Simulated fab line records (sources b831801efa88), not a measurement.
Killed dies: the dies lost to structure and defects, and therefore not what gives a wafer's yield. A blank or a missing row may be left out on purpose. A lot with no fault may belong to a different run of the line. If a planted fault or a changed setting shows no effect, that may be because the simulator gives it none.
Which tool was responsible? | flow gf180mcu | 33 wafers from 11 lots sampled at 4 of the route's 602 steps

## WHAT THE GAUGES READ, wafer by wafer
GF_M4_CD_MEAS_14: the cd target is 280 nm. Usual: cd-nm reads 280.0 nm (standard deviation 1.2).
lot  | measured     | on        | cd-nm (nm)        | flag
L216 | day 24 03:16 | cd-sem-02 | 279.0 279.6 280.1 |
L217 | day 24 11:26 | cd-sem-02 | 281.0 281.6 281.1 |
L218 | day 24 11:48 | cd-sem-02 | 279.6 278.7 278.1 |
L220 | day 25 07:40 | cd-sem-02 | 279.7 278.9 279.1 |
L224 | day 26 11:05 | cd-sem-01 | 280.4 280.5 280.9 |
L225 | day 26 23:23 | cd-sem-01 | 280.3 280.8 278.9 |
L226 | day 27 03:45 | cd-sem-01 | 285.1 283.9 285.6 | OFF
L228 | day 27 18:08 | cd-sem-01 | 287.2 286.4 287.4 | OFF
L233 | day 29 06:54 | cd-sem-02 | 281.0 280.4 280.4 |
L237 | day 30 18:24 | cd-sem-02 | 278.6 277.8 280.0 |
L238 | day 30 19:56 | cd-sem-01 | 279.1 279.2 279.3 |

## WHAT TOOL EACH LOT RAN ON (gives the tool, then ch and the chambers of the sampled wafers, and finally the start)
lot  | GF_V3_CVD_23                  | GF_M4_SPUTTER_00             | GF_M4_COAT_09
L216 | cvd-w-01 ch 0,1, day 23 04:21 | pvd-sputter-04, day 23 04:56 | litho-track-02 ch 0, day 23 15:39
L217 | cvd-w-01 ch 0,1, day 23 12:19 | pvd-sputter-01, day 23 12:55 | litho-track-03 ch 0, day 24 00:29
L218 | cvd-w-01 ch 0,1, day 23 13:22 | pvd-sputter-04, day 23 13:58 | litho-track-03 ch 0, day 24 01:05
L220 | cvd-w-02 ch 0, day 24 09:03   | pvd-sputter-01, day 24 09:38 | litho-track-03 ch 0, day 24 21:10
L224 | cvd-w-02 ch 0,1, day 25 12:53 | pvd-sputter-01, day 25 13:37 | litho-track-03 ch 0, day 26 00:52
L225 | cvd-w-01 ch 0,1, day 26 01:38 | pvd-sputter-04, day 26 02:26 | litho-track-03 ch 0, day 26 12:35
L226 | cvd-w-01 ch 0, day 26 06:02   | pvd-sputter-02, day 26 06:58 | litho-track-03 ch 0, day 26 17:26
L228 | cvd-w-02 ch 0,1, day 26 21:24 | pvd-sputter-04, day 26 22:05 | litho-track-03 ch 0, day 27 07:52
L233 | cvd-w-01 ch 0,1, day 28 11:03 | pvd-sputter-04, day 28 11:38 | litho-track-02 ch 0, day 28 21:43
L237 | cvd-w-02 ch 0,1, day 29 22:37 | pvd-sputter-02, day 29 23:12 | litho-track-02 ch 0, day 30 08:16
L238 | cvd-w-02 ch 0,1, day 30 00:38 | pvd-sputter-01, day 30 01:13 | litho-track-02 ch 0, day 30 10:48
- GF_V3_CVD_23: deposits W, target thk 350 nm, time 104.9 s.
- GF_M4_SPUTTER_00: material Ti, target thk 37.5 nm, time 150 s.
- GF_M4_COAT_09: resist thk 1000 nm.

## WHAT THE TOOLS THEMSELVES READ (means of the sampled wafers that have a number; where no wafer has one, the mark that the record gives instead)
GF_V3_CVD_23. Usual: heater-power-w reads 814 W (standard deviation 42).
lot  | tool     | heater-power-w (W) | flag
L216 | cvd-w-01 | 824                |
L217 | cvd-w-01 | 815                |
L218 | cvd-w-01 | 821                |
L220 | cvd-w-02 | 847                |
L224 | cvd-w-02 | 779                |
L225 | cvd-w-01 | 826                |
L226 | cvd-w-01 | 807                |
L228 | cvd-w-02 | 797                |
L233 | cvd-w-01 | 820                |
L237 | cvd-w-02 | 799                |
L238 | cvd-w-02 | 831                |

GF_M4_SPUTTER_00. Usual: throttle-valve-pct reads 30.2 % (standard deviation 1).
lot  | tool           | throttle-valve-pct (%) | flag
L216 | pvd-sputter-04 | 30.3                   |
L217 | pvd-sputter-01 | 29.9                   |
L218 | pvd-sputter-04 | 30.1                   |
L220 | pvd-sputter-01 | 28.6                   |
L224 | pvd-sputter-01 | 28.6                   |
L225 | pvd-sputter-04 | 30.1                   |
L226 | pvd-sputter-02 | 29.7                   |
L228 | pvd-sputter-04 | 30.1                   |
L233 | pvd-sputter-04 | 30.3                   |
L237 | pvd-sputter-02 | 30.2                   |
L238 | pvd-sputter-01 | 29.8                   |

GF_M4_COAT_09. Usual: dispense-pressure-kPa 50.9 kPa, standard deviation 2.7; resist-line-temp-C 23.02 C, standard deviation 0.11.
lot  | tool           | dispense-pressure-kPa (kPa) | resist-line-temp-C (C) | flag
L216 | litho-track-02 | 55.2                        | 22.96                  |
L217 | litho-track-03 | 50.8                        | 23.19                  |
L218 | litho-track-03 | 50.8                        | 23.05                  |
L220 | litho-track-03 | 50.8                        | 23.02                  |
L224 | litho-track-03 | 50.8                        | 23.01                  |
L225 | litho-track-03 | 50.8                        | 22.96                  |
L226 | litho-track-03 | 50.8                        | 23.17                  |
L228 | litho-track-03 | 50.8                        | 23.12                  |
L233 | litho-track-02 | 55.2                        | 23.09                  |
L237 | litho-track-02 | 55.2                        | 23.06                  |
L238 | litho-track-02 | 55.2                        | 22.98                  |

## THE ANSWER, worked out from the rows above alone
Rule: take the mean of a lot's wafers that have a number; if it is more than 3 standard deviations from the usual mean, the lot is off. Also off: a lot with no number at a reading for which 4 or more lots have one. Where the step has rows for the other lots, those lots are counted as sound. Order of review: gauges by route order, followed by the tools' own readings, for which a lot's mean as printed above is used. The first step at which some lot is off is used, and at that step the reading that is off furthest; a lot without a number counts as furthest.
Off at GF_M4_CD_MEAS_14 (cd-nm): L226, L228.
If a tool, at a process step before that reading, ran all the lots that are off and no sound lot after the first of them, it fits. Those tools and the gauges at GF_M4_CD_MEAS_14 are tried in the same way. One fits: GF_M4_COAT_09 on litho-track-03. A fault onset in the window from L225 (day 26 12:35, its last sound lot) to L226 (day 26 17:26, its first lot off) fits.

## WHAT HAD BEEN PUT IN BY THE SIMULATOR
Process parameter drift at GF_M4_COAT_09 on litho-track-03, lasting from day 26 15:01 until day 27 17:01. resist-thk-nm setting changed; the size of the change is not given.
Lots struck among those shown: L226, L228. The rule above found the same.
